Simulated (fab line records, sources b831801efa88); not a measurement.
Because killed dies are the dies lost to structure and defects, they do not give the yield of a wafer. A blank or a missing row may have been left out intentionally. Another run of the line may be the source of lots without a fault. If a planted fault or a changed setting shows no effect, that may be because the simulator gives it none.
What tool caused it? | flow gf180mcu | 6 lots with 18 wafers sampled at 5 steps, on a route of 602 steps

WHAT THE GAUGES SHOWED, per wafer
GF_PSD_TW_MEAS_11.
lot  | measured     | on            | PSD_TW
L720 | day 14 19:25 | film_metro-02 | 3134 3128 3126
L723 | day 15 22:40 | film_metro-03 | 3169 3173 3165
L725 | day 16 14:16 | film_metro-02 | 3150 3155 3150
L727 | day 17 04:52 | film_metro-02 | 3125 3155 3120
L739 | day 21 17:22 | film_metro-02 | 3166 3162 3157
L740 | day 21 20:07 | film_metro-02 | 3159 3162 3154

WHICH TOOL RAN EACH LOT (tool, then ch and the chambers of the sampled wafers, then the start)
lot  | GF_HV_LDD_STRIP_22                   | GF_HV_LDD_STRIP_37                   | GF_NSD_STRIP_11                      | GF_PSD_STRIP_10
L720 | plasma_asher-04 ch 0,1, day 11 07:04 | plasma_asher-04 ch 0,1, day 12 02:53 | plasma_asher-03 ch 0,1, day 13 22:07 | plasma_asher-01 ch 0,1, day 14 19:19
L723 | plasma_asher-04 ch 0,1, day 12 09:22 | plasma_asher-04 ch 0,1, day 13 05:31 | plasma_asher-03 ch 0,1, day 15 01:46 | plasma_asher-02 ch 0,1, day 15 22:34
L725 | plasma_asher-03 ch 0,1, day 12 20:25 | plasma_asher-04 ch 0,1, day 13 17:16 | plasma_asher-02 ch 0,1, day 15 16:37 | plasma_asher-01 ch 0,1, day 16 14:10
L727 | plasma_asher-04 ch 0,1, day 13 12:40 | plasma_asher-01 ch 0,1, day 14 10:34 | plasma_asher-02 ch 0,1, day 16 06:07 | plasma_asher-02 ch 0,1, day 17 04:46
L739 | plasma_asher-01 ch 0,1, day 17 13:19 | plasma_asher-04 ch 0,1, day 18 13:31 | plasma_asher-03 ch 0,1, day 20 17:22 | plasma_asher-01 ch 0,1, day 21 17:16
L740 | plasma_asher-03 ch 0,1, day 17 14:10 | plasma_asher-03 ch 0,1, day 18 14:28 | plasma_asher-03 ch 0,1, day 20 19:46 | plasma_asher-01 ch 0,1, day 21 20:01
- GF_HV_LDD_STRIP_22: strips in O2/N2.
- GF_HV_LDD_STRIP_37: strips in O2/N2.
- GF_NSD_STRIP_11: strips in O2/N2.
- GF_PSD_STRIP_10: strips in O2/N2.

THE ANSWER, worked out from the rows above alone
Rule: usual is defined by the lots themselves. Put in order of their means at a reading, lots are off if they are a third of the lots or fewer, leave a main group of 4 or more, and stand apart from it by a gap of 3 or more times the standard deviation of the main group's means; of several such gaps the widest counts. A main group is skipped when, at the precision printed for the reading in the tables above, its means are all equal. A lot without any number at a reading at which 4 lots or more have one is off too. Where the step has rows for the other lots, those lots are counted as sound.
None of the lots is off at any reading shown; this tells nothing.

WHAT THE SIMULATOR HAD INSERTED
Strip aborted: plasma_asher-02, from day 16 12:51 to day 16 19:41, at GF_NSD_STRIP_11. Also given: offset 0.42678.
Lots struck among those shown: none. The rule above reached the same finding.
